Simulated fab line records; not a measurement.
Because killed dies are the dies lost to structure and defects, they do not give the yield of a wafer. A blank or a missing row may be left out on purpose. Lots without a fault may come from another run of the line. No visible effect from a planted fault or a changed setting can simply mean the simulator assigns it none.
Which tool was responsible? ; flow gf180mcu ; 14 lots with 42 wafers sampled at 2 steps, on a route of 602 steps

== WHAT THE GAUGES SHOWED, per wafer ==
GF_V1_BOW_MEAS_05. Usual: for V1_BOW the level is 84 um and the standard deviation is 7.1.
lot;measured;on;V1_BOW (um);flag
L947;day 16 22:40;film metro-01;76 88 81;
L950;day 18 06:25;film metro-01;75 71 78;
L952;day 19 01:54;film metro-01;87 90 89 - - -;
L953;day 19 11:25;film metro-04;102 100 90 - - -;
L959;day 21 15:08;film metro-04;80 87 85;
L960;day 22 06:49;film metro-04;79 92 92;
L962;day 22 19:58;film metro-04;85 86 78;
L963;day 23 02:46;film metro-04;92 93 71;
L964;day 23 09:11;film metro-04;88 81 94;
L965;day 23 13:40;film metro-02;93 89 84;
L966;day 24 01:49;film metro-04;82 92 91;
L968;day 24 17:23;film metro-01;96 88 94;
L969;day 25 01:14;film metro-01;82 77 88;
L970;day 25 10:03;film metro-04;87 87 87;

== TOOL THAT RAN EACH LOT (tool first, then ch and the chambers of the sampled wafers, then the start) ==
lot;GF_V1_CMP_04
L947;cmp-02 ch 0,1,3, day 16 22:25
L950;cmp-01 ch 0,1,2, day 18 06:10
L952;cmp-02 ch 0,1,3, day 19 01:36
L953;cmp-02 ch 0,2, day 19 11:10
L959;cmp-02 ch 0,1,3, day 21 14:56
L960;cmp-01 ch 0,2, day 22 06:32
L962;cmp-02 ch 0,1,3, day 22 19:38
L963;cmp-02 ch 0,1,2, day 23 02:27
L964;cmp-01 ch 2,3, day 23 08:56
L965;cmp-02 ch 0,1,2, day 23 13:22
L966;cmp-02 ch 0,3, day 24 01:28
L968;cmp-02 ch 1,2,3, day 24 17:04
L969;cmp-02 ch 1,3, day 25 00:56
L970;cmp-02 ch 0,2,3, day 25 09:48
- GF_V1_CMP_04: polishes SiO2.

== AS READ BY THE TOOLS THEMSELVES (means over the sampled wafers that have a number; for cases with no such wafer, the mark the record gives instead) ==
GF_V1_CMP_04. Usual: edge zone pressure frac 0.999, standard deviation 0.0043; head pressure psi 3.998 psi, standard deviation 0.0082; motor current A 12.5 A, standard deviation 0.57; slurry filter dp kPa 13.49 kPa, standard deviation 0.14; time to endpoint s 80 s, standard deviation 5.5.
lot;tool;edge zone pressure frac;head pressure psi (psi);motor current A (A);slurry filter dp kPa (kPa);time to endpoint s (s);flag
L947;cmp-02;1.003;3.996;12.6;13.54;79;
L950;cmp-01;0.999;4.001;12.0;13.45;79;
L952;cmp-02;-;-;-;-;-;OFF
L953;cmp-02;-;-;-;-;-;OFF
L959;cmp-02;0.999;3.999;12.4;13.43;88;
L960;cmp-01;0.996;3.999;12.3;13.49;82;
L962;cmp-02;0.998;3.997;12.6;13.44;84;
L963;cmp-02;0.998;4.000;12.6;13.59;84;
L964;cmp-01;1.001;3.994;11.8;13.42;83;
L965;cmp-02;0.998;4.004;12.0;13.46;74;
L966;cmp-02;0.998;4.001;12.5;13.55;85;
L968;cmp-02;0.998;4.006;12.5;13.49;84;
L969;cmp-02;0.997;4.005;12.2;13.63;82;
L970;cmp-02;1.000;3.996;12.5;13.59;75;

== THE ANSWER, worked out from the rows above alone ==
Rule: a lot is off if the mean of its wafers that have a number lies more than 3 standard deviations from the usual mean. A lot without any number at a reading at which 4 lots or more have one is off too. Any other lot the step has rows for is counted as sound. After the gauges, taken in route order, come the tools' own readings; for these a lot's mean is taken, as printed above. The first step at which some lot is off is used, and at that step the reading that is off furthest; a lot without a number counts as furthest.
Off: L952, L953 (GF_V1_CMP_04, edge zone pressure frac). Without a number there: L952, L953.
If a tool, at that step or one of the process steps before it, ran each lot that is off and ran no sound lot following the first of them, it fits. No candidate that was tried fits.

== WHAT THE SIMULATOR PUT IN ==
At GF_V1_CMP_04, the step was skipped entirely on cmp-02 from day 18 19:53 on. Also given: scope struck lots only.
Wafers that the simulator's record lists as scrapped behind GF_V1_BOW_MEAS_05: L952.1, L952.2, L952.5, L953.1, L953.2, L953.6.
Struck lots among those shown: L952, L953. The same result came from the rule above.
